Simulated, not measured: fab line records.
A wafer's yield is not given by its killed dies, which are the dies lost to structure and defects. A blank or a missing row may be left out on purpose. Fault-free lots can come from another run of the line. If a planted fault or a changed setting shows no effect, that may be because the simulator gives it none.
Which of the tools did it? ; flow gf180mcu ; 13 lots with 39 wafers sampled at 3 steps, on a route of 602 steps

## WHAT THE GAUGES READ, wafer by wafer
GF_NWELL_OVL_MEAS_07. Usual: NWELL_OVL 0.5 nm, standard deviation 1.1.
lot;measured;on;NWELL_OVL (nm);flag
L361;day 3 11:14;overlay-01;-1.2 -0.5 0.6;
L363;day 4 02:53;overlay-01;1.1 1.1 0.2;
L364;day 4 03:26;overlay-02;2.2 0.7 1.6;
L366;day 4 17:08;overlay-02;-1.0 1.1 -0.7;
L368;day 5 02:12;overlay-02;-0.1 -0.3 0.2;
L374;day 6 04:32;overlay-01;0.7 -1.3 1.0;
L375;day 6 15:41;overlay-01;-1.0 0.2 -1.5;
L376;day 6 17:09;overlay-01;0.1 -1.1 -0.4;
L378;day 7 02:47;overlay-01;1.5 1.9 1.2;
L380;day 7 14:23;overlay-01;2.6 1.4 2.3;
L381;day 7 20:02;overlay-01;0.3 0.7 1.1;
L383;day 8 07:36;overlay-02;1.1 -0.3 0.1;
L384;day 8 12:20;overlay-02;-0.2 0.0 -0.2;

GF_VT_IMPLANT_RS_MEAS_49: measurement is done with a four-point probe. Usual: MVPSD_RS 1168.8 ohm/sq, standard deviation 2.8.
lot;measured;on;MVPSD_RS (ohm/sq);flag
L361;day 7 16:38;film metro-01;1163.8 1167.9 1167.7;
L363;day 8 11:26;film metro-01;1169.5 1168.1 1168.5;
L364;day 8 13:19;film metro-04;1170.8 1174.7 1170.1;
L366;day 9 05:42;film metro-01;1171.9 1169.5 1171.1;
L368;day 9 15:25;film metro-04;1165.5 1164.3 1166.5;
L374;day 11 01:38;film metro-04;1166.0 1167.1 1164.7;
L375;day 11 12:02;film metro-01;1168.3 1167.7 1166.6;
L376;day 11 15:32;film metro-03;1174.1 1171.7 1166.3;
L378;day 12 02:59;film metro-03;1170.1 1170.5 1168.5;
L380;day 12 19:28;film metro-01;1168.1 1169.2 1165.9;
L381;day 13 02:15;film metro-03;1164.9 1165.0 1164.2;
L383;day 13 15:53;film metro-01;1174.7 1169.2 1170.8;
L384;day 13 21:20;film metro-01;1174.8 1171.9 1171.7;

## WHAT TOOL EACH LOT RAN ON (gives the tool, then ch and the chambers of the sampled wafers, and finally the start)
lot;GF_VT_IMPLANT_STRIP_09
L361;plasma asher-01 ch 0,1, day 5 18:35
L363;plasma asher-02 ch 0,1, day 6 11:59
L364;plasma asher-04 ch 0,1, day 6 13:11
L366;plasma asher-01 ch 0,1, day 7 04:26
L368;plasma asher-02 ch 0,1, day 7 14:31
L374;plasma asher-01 ch 0,1, day 8 19:56
L375;plasma asher-01 ch 1, day 9 07:20
L376;plasma asher-01 ch 0,1, day 9 09:58
L378;plasma asher-02 ch 0,1, day 9 21:28
L380;plasma asher-02 ch 0,1, day 10 10:13
L381;plasma asher-01 ch 0,1, day 10 16:46
L383;plasma asher-01 ch 0,1, day 11 04:04
L384;plasma asher-01 ch 0,1, day 11 11:01
- GF_VT_IMPLANT_STRIP_09: strips in O2/N2.

## AS READ BY THE TOOLS THEMSELVES (means over the sampled wafers that have a number; for cases with no such wafer, the mark the record gives instead)
GF_VT_IMPLANT_STRIP_09. Usual: drypump motor current A 5.46 A, standard deviation 0.24; heater power w 339 W, standard deviation 29; o2 flow sccm 3001 sccm, standard deviation 8.8; oes product au 0.716 a.u., standard deviation 0.0047; platen temp c 250.02 C, standard deviation 0.19; strip time to endpoint s 12.62 s, standard deviation 0.042.
lot;tool;drypump motor current A (A);heater power w (W);o2 flow sccm (sccm);oes product au (a.u.);platen temp c (C);strip time to endpoint s (s);flag
L361;plasma asher-01;5.51;351;2993;0.718;249.88;12.61;
L363;plasma asher-02;5.42;333;3003;0.715;250.24;12.64;
L364;plasma asher-04;5.59;350;2999;0.715;249.99;12.60;
L366;plasma asher-01;5.31;338;3002;0.715;250.10;12.61;
L368;plasma asher-02;5.40;309;3001;0.717;250.19;12.66;
L374;plasma asher-01;5.30;332;2998;0.716;249.97;12.62;
L375;plasma asher-01;5.07;325;3004;0.717;250.13;12.72;
L376;plasma asher-01;5.51;354;2997;0.710;249.82;12.70;
L378;plasma asher-02;5.41;312;3010;0.720;249.94;12.59;
L380;plasma asher-02;5.42;331;3007;0.719;249.93;12.65;
L381;plasma asher-01;5.50;353;3007;0.716;249.91;12.62;
L383;plasma asher-01;5.30;337;2996;0.722;249.97;12.54;
L384;plasma asher-01;5.52;359;2996;0.714;250.08;12.62;

## THE ANSWER, worked out from the rows above alone
Rule: take the mean of a lot's wafers that have a number; if it is more than 3 standard deviations from the usual mean, the lot is off. A lot without any number at a reading at which 4 lots or more have one is off too. The other lots that the step has rows for count as sound. Order of review: gauges by route order, followed by the tools' own readings, for which a lot's mean as printed above is used. The first step at which some lot is off is used, and at that step the reading that is off furthest; a lot without a number counts as furthest.
No lot is off at any reading shown: from this, nothing can be told.

## WHAT HAD BEEN PUT IN BY THE SIMULATOR
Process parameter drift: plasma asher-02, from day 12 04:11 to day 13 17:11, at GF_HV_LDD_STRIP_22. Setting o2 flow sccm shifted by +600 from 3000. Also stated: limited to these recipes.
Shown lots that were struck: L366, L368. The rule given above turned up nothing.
